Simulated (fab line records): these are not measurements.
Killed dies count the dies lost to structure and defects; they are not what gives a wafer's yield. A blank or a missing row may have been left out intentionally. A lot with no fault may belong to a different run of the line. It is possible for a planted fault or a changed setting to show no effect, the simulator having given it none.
Comparing a struck lot with a sound one + flow sky130 + 14 out of 708 route steps
Sound: these wafers, L705.1, L705.4, L705.6. The struck wafers were L704.1, L704.5, L704.6. The cause comes at the end.
Order at every step that has rows: each side's tool, ch and its chambers, its first start. Under that, the readings that differ: sound wafers + struck wafers + difference of the means + sigmas: that difference in standard deviations of wafers without a fault.
alike: a reading whose means differ by less than 2 such deviations, as well as words and numbers matching on both sides. not compared: withheld readings; readings where some wafer has no value; bounds like >300 that might hide an equal value; numbers whose values overlap and for which the record gives no deviation.
Wherever a step has rows on one side only, a row that says differs or no value, or a row with sigmas, the two part there. Non-overlapping numbers with no deviation appear without sigmas and do not part them. A reading that every wafer of one side lacks parts them only if that side has two wafers or more.

first, 3 steps without rows for these wafers: SKY_FIELD_ISO_CLEAN_20 (cleans in dHF, time 20 s); SKY_FIELD_ISO_WET_ETCH_21 (etches SiO2 in dHF, target depth 20 nm, time 389.8 s); SKY_FIELD_ISO_OXIDATION_22 (stabilise 600 s, purge 300 s, target thk 10 nm).
SKY_FIELD_ISO_THK_MEAS_23:
  struck on film metro-04, day 6 00:07; sound on film metro-03, day 6 00:09
  alike: FIELD_ISO_OXIDATION_01_THK
then, 1 step without rows for these wafers: SKY_FIELD_ISO_CVD_24 (deposits SiO2, target thk 595 nm, time 99.2 s).
SKY_FIELD_ISO_THK_MEAS_25:
  struck on film metro-03, day 6 00:15; sound on film metro-03, day 6 00:19
  alike: FIELD_ISO_CVD_24_THK
then, 1 step without rows for these wafers: SKY_FIELD_ISO_ANNEAL_26 (time 1800 s).
SKY_FIELD_ISO_CMP_27: polishes, stops on Si3N4, t overpolish 16 s, target thk 457.8 nm.
  sound on cmp-01 ch 1,3, day 6 05:04; struck on cmp-02 ch 0,2,3, day 6 05:10
| reading                | sound       | struck      | difference | sigmas |
|------------------------|-------------|-------------|------------|--------|
| time to endpoint s (s) | 110 107 111 | 120 117 121 | +10        | +2     |
  alike: motor current A, overpolish run s, slurry flow ml min
then, 4 steps without rows for these wafers: SKY_FIELD_ISO_WET_ETCH_28 (etches SiO2 in dHF, target depth 23.7 nm, time 47 s); SKY_FIELD_ISO_WET_ETCH_29 (etches Si3N4 in H3PO4, target depth 160 nm, time 1825 s); SKY_FIELD_ISO_WET_ETCH_30 (etches SiO2 in dHF, target depth 25 nm, time 50 s); SKY_NWELL_CLEAN_00 (cleans in SC1/SC2, time 150 s).
SKY_NWELL_OXIDATION_01: stabilise 600 s, purge 300 s, target thk 10 nm.
  struck on furnace-01, day 6 06:51; sound on furnace-01 ch 0, day 6 06:51
  no value came back on the struck wafers for ox temp c (C), ox temp c max, spike tc upper C (C), tube_center_temp_C_max; on the sound wafers ox temp c (C) reads 899.6 899.1 899.6
then, 1 step without rows for these wafers: SKY_DNWELL_DEHYDRATE_00 (time 60 s).

## WHERE THEY PART
Earliest at SKY_FIELD_ISO_CMP_27; latest, in this record, at SKY_NWELL_OXIDATION_01.

WHY: what the simulator had put in
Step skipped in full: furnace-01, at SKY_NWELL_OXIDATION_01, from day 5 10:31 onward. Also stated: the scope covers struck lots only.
